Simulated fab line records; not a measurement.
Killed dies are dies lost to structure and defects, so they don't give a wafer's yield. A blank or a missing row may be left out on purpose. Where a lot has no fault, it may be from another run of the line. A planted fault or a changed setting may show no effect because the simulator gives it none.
Which tool is to blame?	flow gf180mcu	Sampling: 7 lots, 21 wafers, 3 of 602 route steps

WHAT THE GAUGES SHOWED, per wafer
GF_M2_THK_MEAS_06: measures by xrf.
lot	measured	on	M2_ALCU_THK (nm)
L326	day 19 05:02	filmMetro-02	459 456 458
L328	day 19 16:01	filmMetro-01	460 449 457
L330	day 20 06:27	filmMetro-04	450 456 457
L339	day 23 14:25	filmMetro-04	449 444 442
L343	day 25 05:19	filmMetro-04	451 456 449
L345	day 25 15:27	filmMetro-01	464 463 457
L348	day 26 03:34	filmMetro-01	466 476 467

EACH LOT AND THE TOOL THAT RAN IT (in order: tool; ch and the chambers of the sampled wafers; start)
lot	GF_HV_LDD_IMPLANT_21	GF_M1_SPUTTER_04
L326	implanter-01 ch 0, day 11 12:12	pvdSputter-01, day 17 01:59
L328	implanter-02 ch 0, day 11 21:15	pvdSputter-03, day 17 11:49
L330	implanter-02 ch 0, day 12 09:36	pvdSputter-03, day 18 02:37
L339	implanter-01 ch 0, day 15 08:26	pvdSputter-01, day 21 12:43
L343	implanter-01 ch 0, day 16 22:12	pvdSputter-04, day 23 05:18
L345	implanter-02 ch 0, day 17 08:59	pvdSputter-04, day 23 15:53
L348	implanter-04 ch 0, day 17 22:53	pvdSputter-01, day 24 04:50
- GF_HV_LDD_IMPLANT_21
- GF_M1_SPUTTER_04: material TiN, target thk 50 nm, time 41.7 s.

THE ANSWER, worked out from the rows above alone
Rule: the lots themselves supply what counts as usual. The widest of any qualifying gaps counts: lots, ordered by their means at a reading, are off when they make up no more than a third of the lots, leave a main group of 4 or more, and stand apart from it by 3 or more times the standard deviation of that group's means. The tables above print the reading to a certain number of digits; a main group whose means all agree to those digits is not used. A lot without any number at a reading at which 4 lots or more have one is off too. All remaining lots with rows at the step are treated as sound.
No lot is off on any of the readings shown, so nothing can be concluded from this.

WHAT THE SIMULATOR HAD PUT IN
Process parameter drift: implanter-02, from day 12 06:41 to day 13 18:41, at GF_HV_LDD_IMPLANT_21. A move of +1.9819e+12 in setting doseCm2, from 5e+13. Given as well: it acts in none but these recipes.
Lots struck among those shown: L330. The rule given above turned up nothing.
